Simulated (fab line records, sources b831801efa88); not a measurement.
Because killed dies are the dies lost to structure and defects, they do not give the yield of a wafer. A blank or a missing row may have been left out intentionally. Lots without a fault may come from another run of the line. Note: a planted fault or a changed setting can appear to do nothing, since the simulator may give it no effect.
Which tool is to blame? | flow gf180mcu | Sampling: 15 lots, 42 wafers, 5 of 602 route steps

## WHAT THE GAUGES READ, wafer by wafer
GF_STI_THK_MEAS_22.
lot  | measured    | on            | STI_OXIDATION_01_THK (nm)
L396 | day 2 03:24 | film metro-04 | 15.56 15.24 15.59
L397 | day 2 09:23 | film metro-04 | 14.81 14.58 14.94
L398 | day 2 14:43 | film metro-02 | 14.88 14.75 14.97
L399 | day 2 18:42 | film metro-02 | 15.18 15.27 15.18
L400 | day 3 00:34 | film metro-04 | 15.17 15.04 15.12
L401 | day 3 06:57 | film metro-01 | 15.20 15.35 15.37
L406 | day 4 07:32 | film metro-01 | 14.52 14.57
L407 | day 4 11:27 | film metro-01 | 15.10 15.05
L408 | day 4 17:07 | film metro-02 | 14.98 14.92
L411 | day 5 12:26 | film metro-01 | 15.00 14.58 14.71
L413 | day 5 17:59 | film metro-01 | 15.33 15.27 15.24
L414 | day 6 02:22 | film metro-02 | 15.22 15.07 14.79
L415 | day 6 07:47 | film metro-01 | 15.21 14.87 14.92
L418 | day 6 21:26 | film metro-04 | 15.08 15.41 15.26
L419 | day 7 01:41 | film metro-04 | 14.65 14.67 14.77

GF_NWELL_OVL_MEAS_07.
lot  | measured    | on         | NWELL_OVL (nm)
L396 | day 3 06:59 | overlay-01 | -1.8 -0.5 -1.5
L397 | day 3 12:22 | overlay-01 | -2.7 -1.9 -2.3
L398 | day 3 18:52 | overlay-01 | -0.2 -1.7 -1.4
L399 | day 3 23:30 | overlay-02 | -0.7 -1.8 -1.0
L400 | day 4 05:46 | overlay-01 | 1.0 -0.6 0.4
L401 | day 4 13:27 | overlay-02 | -1.7 -2.4 -0.9
L406 | day 5 15:25 | overlay-01 | -2.0 -0.6
L407 | day 5 19:14 | overlay-02 | 0.1 0.6
L408 | day 6 01:10 | overlay-02 | 0.0 0.6
L411 | day 6 21:15 | overlay-02 | -2.4 -1.9 -2.8
L413 | day 7 03:21 | overlay-01 | -0.7 -1.0 -0.3
L414 | day 7 12:22 | overlay-01 | -0.6 -1.3 -1.2
L415 | day 7 17:22 | overlay-02 | 0.1 -1.1 -1.0
L418 | day 8 07:50 | overlay-02 | -0.2 0.5 -0.4
L419 | day 8 13:01 | overlay-02 | -2.1 -0.9 -1.4

GF_VT_IMPLANT_RS_MEAS_48: measurement is done with a four-point probe.
lot  | measured     | on            | LVPWELL_RS (ohm/sq)
L396 | day 7 12:44  | film metro-03 | 1197 1197 1198
L397 | day 7 20:05  | film metro-02 | 1199 1198 1195
L398 | day 8 04:41  | film metro-02 | 1192 1190 1195
L399 | day 8 13:47  | film metro-02 | 1198 1197 1198
L400 | day 8 17:54  | film metro-02 | 1197 1195 1196
L401 | day 9 04:08  | film metro-03 | 1198 1197 1193
L406 | day 10 10:57 | film metro-02 | 1166 1192
L407 | day 10 14:29 | film metro-04 | 1169 1200
L408 | day 10 21:56 | film metro-04 | 1169 1207
L411 | day 11 22:53 | film metro-04 | 1194 1196 1195
L413 | day 12 07:05 | film metro-04 | 1204 1199 1203
L414 | day 12 17:29 | film metro-04 | 1196 1195 1197
L415 | day 13 00:41 | film metro-03 | 1194 1195 1194
L418 | day 13 17:17 | film metro-03 | 1196 1194 1196
L419 | day 14 00:31 | film metro-03 | 1198 1196 1197

GF_SALICIDE_RS_MEAS_04: measurement is done with a four-point probe.
lot  | measured     | on            | SALICIDE_TIN_RS (ohm/sq)
L396 | day 15 01:57 | film metro-01 | 16.2 16.2 16.2
L397 | day 15 15:16 | film metro-01 | 16.7 16.6 16.4
L398 | day 16 02:38 | film metro-03 | 16.4 16.4 16.4
L399 | day 16 10:50 | film metro-04 | 15.9 15.9 15.8
L400 | day 17 00:48 | film metro-04 | 16.8 16.9 16.6
L401 | day 17 05:17 | film metro-03 | 16.6 16.8 16.5
L406 | day 18 21:00 | film metro-01 | 16.5 16.3
L407 | day 19 01:54 | film metro-04 | 16.4 16.4
L408 | day 19 11:57 | film metro-03 | 16.7 16.7
L411 | day 20 21:53 | film metro-04 | 16.6 16.0 16.2
L413 | day 21 07:27 | film metro-01 | 16.7 16.4 16.6
L414 | day 21 18:16 | film metro-03 | 16.4 16.1 16.2
L415 | day 22 04:20 | film metro-03 | 16.0 16.3 16.6
L418 | day 23 02:32 | film metro-03 | 16.1 16.0 15.8
L419 | day 23 07:49 | film metro-03 | 16.2 16.6 16.1

## WHAT TOOL EACH LOT RAN ON (gives the tool, then ch and the chambers of the sampled wafers, and finally the start)
lot  | GF_LVPWELL_IMPLANT_09
L396 | implanter-04 ch 0, day 3 20:32
L397 | implanter-01 ch 0, day 4 01:53
L398 | implanter-02 ch 0, day 4 08:31
L399 | implanter-02 ch 0, day 4 13:59
L400 | implanter-01 ch 0, day 4 20:03
L401 | implanter-04 ch 0, day 5 04:22
L406 | implanter-01 ch 0, day 6 06:25
L407 | implanter-01 ch 0, day 6 10:38
L408 | implanter-01 ch 0, day 6 16:53
L411 | implanter-04 ch 0, day 7 13:59
L413 | implanter-04 ch 0, day 7 19:47
L414 | implanter-04 ch 0, day 8 04:12
L415 | implanter-04 ch 0, day 8 11:05
L418 | implanter-01 ch 0, day 9 00:41
L419 | implanter-04 ch 0, day 9 05:46
- GF_LVPWELL_IMPLANT_09

## AS READ BY THE TOOLS THEMSELVES (means over the sampled wafers that have a number; for cases with no such wafer, the mark the record gives instead)
GF_LVPWELL_IMPLANT_09.
lot  | tool         | beam energy keV | beam on s (s) | faraday current uA
L396 | implanter-04 | 59.980          | 10.01         | 28.2
L397 | implanter-01 | 59.995          | 9.98          | 28.3
L398 | implanter-02 | 59.995          | 10.08         | 28.0
L399 | implanter-02 | 60.004          | 10.02         | 28.1
L400 | implanter-01 | 60.005          | 10.02         | 28.1
L401 | implanter-04 | 59.990          | 10.01         | 28.2
L406 | implanter-01 | 59.998          | 10.53         | 26.9
L407 | implanter-01 | 60.019          | 10.54         | 26.9
L408 | implanter-01 | 59.996          | 10.79         | 26.4
L411 | implanter-04 | 60.008          | 10.11         | 28.0
L413 | implanter-04 | 60.010          | 10.14         | 27.8
L414 | implanter-04 | 60.009          | 10.19         | 27.6
L415 | implanter-04 | 59.999          | 10.01         | 28.3
L418 | implanter-01 | 60.006          | 10.00         | 28.2
L419 | implanter-04 | 59.981          | 10.01         | 28.2

## THE ANSWER, worked out from the rows above alone
Rule: the lots themselves supply what counts as usual. The widest of any qualifying gaps counts: lots, ordered by their means at a reading, are off when they make up no more than a third of the lots, leave a main group of 4 or more, and stand apart from it by 3 or more times the standard deviation of that group's means. If all means in a main group match to the digits the tables above print for the reading, that group is not used. A lot without any number at a reading at which 4 lots or more have one is off too. Where the step has rows for the other lots, those lots are counted as sound. The gauges are gone through in route order, then the tools' own readings, and for those a lot's mean is taken as printed above. The first step at which some lot is off is used, and at that step the reading that is off furthest; a lot without a number counts as furthest.
Off: L406, L407, L408 (GF_LVPWELL_IMPLANT_09, beam on s). Main group: mean 10.05 s, sd 0.063.
If a tool, at that step or one of the process steps before it, ran each lot that is off and ran no sound lot following the first of them, it fits. No candidate that was tried fits.

## WHAT THE SIMULATOR HAD PUT IN
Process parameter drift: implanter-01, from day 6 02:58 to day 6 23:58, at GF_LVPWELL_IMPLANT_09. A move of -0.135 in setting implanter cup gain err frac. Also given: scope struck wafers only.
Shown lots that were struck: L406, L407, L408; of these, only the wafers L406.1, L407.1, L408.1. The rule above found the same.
